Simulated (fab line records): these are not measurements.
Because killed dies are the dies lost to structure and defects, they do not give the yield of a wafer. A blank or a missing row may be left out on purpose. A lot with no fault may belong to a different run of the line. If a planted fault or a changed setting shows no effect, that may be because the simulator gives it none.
Problem report in the 8D (eight disciplines) form, filled by code / flow sky130 / the parts of the form that need people (team, actions taken, sign-off) are left out

== 1. PROBLEM STATEMENT ==
GATE_OXIDE_OXIDATION_00_THK at SKY_GATE_OXIDE_THK_MEAS_02 reads a mean of 12.30 nm on 6 wafers of 2 lots; wafers without a fault read 10.26 nm with a standard deviation of 0.21. That is +9.7 standard deviations from the usual mean.
First observed at day 16 10:45: wafer L647.1, on film metro-04. The record has a number at this step for 33 wafers belonging to 11 lots. Rule for "out" (also "out of limits"): further than 4 standard deviations from the usual mean. The other wafers with a number count as sound.

== 2. WHAT IT IS, WHAT IT ISN'T ==
question=which readings at this step | is=GATE_OXIDE_OXIDATION_00_THK | is not=-
question=which lots | is=L647, L648 | is not=L638, L639, L641, L644, L655, L656, L657, L658, L660
question=which wafers of those lots | is=all that have a number | is not=-
question=read on which gauges | is=film metro-02, film metro-04 | is not=film metro-03
question=when | is=from day 16 10:45 | is not=up to then (12 sound wafers); but 15 sound wafers of L655, L656, L657, L658, L660 came after

== 3. WHAT RULES OUT EACH SUSPECT ==
Counting: a tool stays on the suspect list if, at a process step up to the reading, it processed all lots that are out and no sound lot following the first of them.
- ruled out: the gauge at SKY_GATE_OXIDE_THK_MEAS_02. The wafers that are out were read on 2 gauges (film metro-02, film metro-04).
- furnace-02 at SKY_GATE_OXIDE_OXIDATION_01 (stabilise 600 s, purge 300 s, target thk 10.268 nm): ruled out as a lasting fault. Following L647 (day 16 09:20), the first lot on it that is out, the sound lots L660 were run on it.
Left after counting: nothing in the record.

== 4. THE CAUSE (what the simulator had put in) ==
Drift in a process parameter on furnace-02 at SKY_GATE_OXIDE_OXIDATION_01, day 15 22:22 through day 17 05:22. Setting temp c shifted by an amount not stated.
The count ruled it out by mistake, since the rule takes a fault to strike every lot its tool runs from the start of the fault on, and this one did not do so.

== 5. THE EFFECT CHAIN, in route order ==
Rows list readings where the struck wafers' mean (over those with a number) sits beyond 3 standard deviations from the usual. Only readings for which the record gives a usual standard deviation are gone through. hours: the time from each lot's start at the first step in this table that gives one to its start at this step, as a median over the lots. sigmas: the change in usual standard deviations.
hours=0; step=SKY_GATE_OXIDE_OXIDATION_01; reading=spike tc bottom C; usual=921.4 C; on struck wafers=934.6; change=+13.2; sigmas=+6.0
hours=0; step=SKY_GATE_OXIDE_OXIDATION_01; reading=spike tc centre C; usual=899.6 C; on struck wafers=912.6; change=+13.0; sigmas=+8.1
hours=0; step=SKY_GATE_OXIDE_OXIDATION_01; reading=spike tc lower C; usual=901.2 C; on struck wafers=916.0; change=+14.8; sigmas=+12
hours=0; step=SKY_GATE_OXIDE_OXIDATION_01; reading=spike tc top C; usual=907.6 C; on struck wafers=919.1; change=+11.5; sigmas=+4.0
hours=0; step=SKY_GATE_OXIDE_OXIDATION_01; reading=spike tc upper C; usual=902.2 C; on struck wafers=915.6; change=+13.4; sigmas=+8.9
hours=0; step=SKY_GATE_OXIDE_OXIDATION_01; reading=tube center temp C; usual=900.01 C; on struck wafers=915.16; change=+15.15; sigmas=+99 or more
hours=0; step=SKY_GATE_OXIDE_OXIDATION_01; reading=tube_center_temp_C_max; usual=902.3; on struck wafers=917.5; change=+15.2; sigmas=+42
hours=0; step=SKY_GATE_OXIDE_OXIDATION_01; reading=zone power centre pct; usual=19.4 %; on struck wafers=20.6; change=+1.2; sigmas=+3.5
hours=1; step=SKY_GATE_OXIDE_THK_MEAS_02; reading=GATE_OXIDE_OXIDATION_00_THK; usual=10.26 nm; on struck wafers=12.30; change=+2.04; sigmas=+9.7
Here are the process steps it includes:
- SKY_GATE_OXIDE_OXIDATION_01: stabilise 600 s, purge 300 s, target thk 10.268 nm.
Later measuring or inspecting steps at which every struck wafer that the step has a row for has a number for every such reading, and none has moved that far: SKY_METAL3_CD_MEAS_13.

== 6. HOW IT WOULD HAVE BEEN CAUGHT EARLIER ==
In this record the first reading out of limits at a measuring or inspecting step was taken at day 16 10:45, 12 hours after the fault began at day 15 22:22.
The tool's own readings at SKY_GATE_OXIDE_OXIDATION_01 were out on every struck wafer that the step has a row for (spike tc bottom C, spike tc centre C, spike tc lower C, spike tc upper C, tube center temp C, tube_center_temp_C_max): an alarm limit on them would have fired on the first of those.
